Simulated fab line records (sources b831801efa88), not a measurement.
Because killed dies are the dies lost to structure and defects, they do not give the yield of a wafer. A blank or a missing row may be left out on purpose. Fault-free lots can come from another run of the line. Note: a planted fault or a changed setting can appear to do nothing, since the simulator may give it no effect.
A lot that was struck, set against a sound lot	flow sky130	16 steps out of a route of 708
Sound: the wafers L316.1, L316.3, L316.6. Wafers L324.2, L324.5, L324.6 were the ones struck. The cause comes at the end.
Per side, at each step with rows, come the tool, then ch with its chambers, and then its first start. Under that, the readings that differ: sound wafers	struck wafers	difference of the means	sigmas: that difference in standard deviations of wafers without a fault.
alike: a reading whose means differ by less than 2 such deviations, as well as words and numbers matching on both sides. not compared: withheld readings; readings where some wafer has no value; bounds like >300 that might hide an equal value; numbers whose values overlap and for which the record gives no deviation.
The two part at a step that has a row with sigmas, a row that says differs or no value, or rows on one side only. Non-overlapping numbers with no deviation appear without sigmas and do not part them. Lack of a reading on every wafer of one side parts them only where that side has two or more wafers.

first, 8 steps without rows for these wafers: SKY_POLY_GATE_DEHYDRATE_05 (time 60 s); SKY_POLY_GATE_HMDS_06 (prime time 60 s); SKY_POLY_GATE_COAT_07 (resist thk 110 nm); SKY_POLY_GATE_COAT_08 (resist thk 450 nm); SKY_POLY_GATE_SOFTBAKE_09 (time 90 s); SKY_POLY_GATE_EXPOSE_10 (exposes mask P1M, target cd 150 nm); SKY_POLY_GATE_PEB_11; SKY_POLY_GATE_DEVELOP_12 (develop time 60 s).
SKY_POLY_GATE_CD_MEAS_13: target cd 150 nm.
  struck on cdSem-02, day 22 20:38; sound on cdSem-01, day 19 17:37
  alike: cdNm
SKY_POLY_GATE_OVL_MEAS_14:
  struck on overlay-02, day 22 20:44; sound on overlay-01, day 19 17:44
  alike: POLY_GATE_OVL
SKY_POLY_GATE_ETCH_15: etches BARC in N2/H2, stops on SiO2, time 118.5 s, target depth 110 nm.
  sound on rieDiel-01 ch 0,2,3, day 19 17:46; struck on rieDiel-01 ch 0,3, day 22 20:46
  alike: biasW, chamberPressureMTorr, drypumpMotorCurrentA, oesProductAu, throttleValvePct
  not compared: rfHoursCounterH
SKY_POLY_GATE_ETCH_16: etches Si3N4 in CH3F/O2, stops on poly-Si, time 147.5 s, target depth 75 nm.
  sound on rieDiel-01 ch 0,2,3, day 19 17:52; struck on rieDiel-01 ch 0,3, day 22 20:51
  alike: O2_flow_sccm, biasW, drypumpMotorCurrentA, oesProductAu, throttleValvePct
  not compared: rfHoursCounterH
SKY_POLY_GATE_ETCH_17: etches poly-Si in HBr/Cl2, stops on SiO2, target depth 180 nm, time 70.5 s.
  sound on rieSi-01 ch 0,1, day 19 17:58; struck on rieSi-01 ch 1,3, day 22 20:57
  no value came back on the struck wafers for any of 6 readings (HBr_flow_sccm (sccm), biasW (W) and others); on the sound wafers HBr_flow_sccm (sccm) reads 150.5 150.2 150.4
reading	sound	struck	difference	sigmas
model.KrF-thick_of_POLY_GATE_COAT_08.thkNm (nm)	141.8 144.4 138.8	235.8 236.8 233.6	+93.7	
  not compared: rfHoursCounterH
SKY_POLY_GATE_STRIP_18: strips in O2/N2.
  sound on plasmaAsher-02 ch 0,1, day 19 18:01; struck on plasmaAsher-03 ch 0,1, day 22 21:00
reading	sound	struck	difference	sigmas
oesProductAu (a.u.)	0.371 0.359 0.358	0.412 0.409 0.403	+0.045	+10
stripTimeToEndpointS (s)	3.184 3.214 3.154	4.213 4.231 4.190	+1.027	+34
  alike: drypumpMotorCurrentA, o2FlowSccm
  not compared: rfHoursCounterH
then, 1 step without rows for these wafers: SKY_POLY_GATE_CLEAN_19 (cleans in SC1/SC2, time 150 s).
-- a jump in the record: the struck wafers' starts before and after are 27 days apart (it breaks off in module POLY_GATE and resumes in module PAD_OPEN, where the first step shown is number 708 of the route) --
SKY_PAD_OPEN_PROBE_99:
  struck on prober-01, day 49 19:31; sound on prober-02, day 48 01:12
reading	sound	struck	difference	sigmas
killedAtFrontEnd	12 19 12	411 422 407	+399	+99 or more
killedDies	90 91 93	492 492 492	+401	+44
killedOnRim	18 18 19	96 96 96	+78	+22
  alike: killed_at_M0_to_M3, killed_at_M4_up, killedAtContacts, killedAtOther, killedOpen, killedShort

## WHERE THEY PART
First at SKY_POLY_GATE_ETCH_17; last, within this record, at SKY_PAD_OPEN_PROBE_99.

WHY: whatever the simulator had introduced
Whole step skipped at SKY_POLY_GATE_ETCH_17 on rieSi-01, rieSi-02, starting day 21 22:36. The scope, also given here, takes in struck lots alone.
